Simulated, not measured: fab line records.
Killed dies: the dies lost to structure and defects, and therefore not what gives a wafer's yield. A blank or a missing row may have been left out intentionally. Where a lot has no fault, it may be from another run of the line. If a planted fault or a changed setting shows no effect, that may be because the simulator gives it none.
Which of the tools did it? | flow gf180mcu | Sampling: 6 lots, 18 wafers, 2 of 602 route steps

== WHAT THE GAUGES READ, wafer by wafer ==
GF_DUAL_GATE_OVL_MEAS_11.
lot  | measured     | on         | DUAL_GATE_OVL (nm)
L681 | day 8 18:50  | overlay-02 | 1.2 1.5 0.7
L683 | day 9 08:10  | overlay-01 | 0.8 -1.2 -0.2
L692 | day 11 23:17 | overlay-02 | 2.2 1.2 1.0
L694 | day 12 11:41 | overlay-02 | 3.7 4.9 3.5
L700 | day 14 04:01 | overlay-02 | 1.1 1.0 2.4
L702 | day 14 18:02 | overlay-01 | 2.2 1.4 0.8

== TOOL THAT RAN EACH LOT (tool first, then ch and the chambers of the sampled wafers, then the start) ==
lot  | GF_DUAL_GATE_EXPOSE_08
L681 | iline-stepper-01 ch 0, day 8 10:36
L683 | iline-stepper-01 ch 0, day 8 23:52
L692 | iline-stepper-02 ch 0, day 11 13:55
L694 | iline-stepper-02 ch 0, day 12 02:22
L700 | iline-stepper-01 ch 0, day 13 18:17
L702 | iline-stepper-01 ch 0, day 14 08:17
- GF_DUAL_GATE_EXPOSE_08: exposes mask Dualgate, target cd 700 nm.

== THE ANSWER, worked out from the rows above alone ==
Rule: usual is defined by the lots themselves. The widest of any qualifying gaps counts: lots, ordered by their means at a reading, are off when they make up no more than a third of the lots, leave a main group of 4 or more, and stand apart from it by 3 or more times the standard deviation of that group's means. A main group whose means are all the same, to the digits that the tables above print for the reading, isn't used. Also off: a lot with no number at a reading for which 4 or more lots have one. All remaining lots with rows at the step are treated as sound.
Off: L694, seen at GF_DUAL_GATE_OVL_MEAS_11 (DUAL_GATE_OVL). The main group: mean 1.1 nm, standard deviation 0.65.
If a tool, at a process step before that reading, ran all the lots that are off and no sound lot after the first of them, it fits. Those tools and the gauges at GF_DUAL_GATE_OVL_MEAS_11 are tried in the same way. One fits: GF_DUAL_GATE_EXPOSE_08 on iline-stepper-02. Its last sound lot is L692 (day 11 13:55), its first lot that is off L694 (day 12 02:22): a fault that began between those two fits.

== WHAT THE SIMULATOR PUT IN ==
Scanner matching overlay: iline-stepper-02, from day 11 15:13 on, at GF_DUAL_GATE_EXPOSE_08. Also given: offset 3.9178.
Lots struck among those shown: L694. This agrees with what the rule above found.
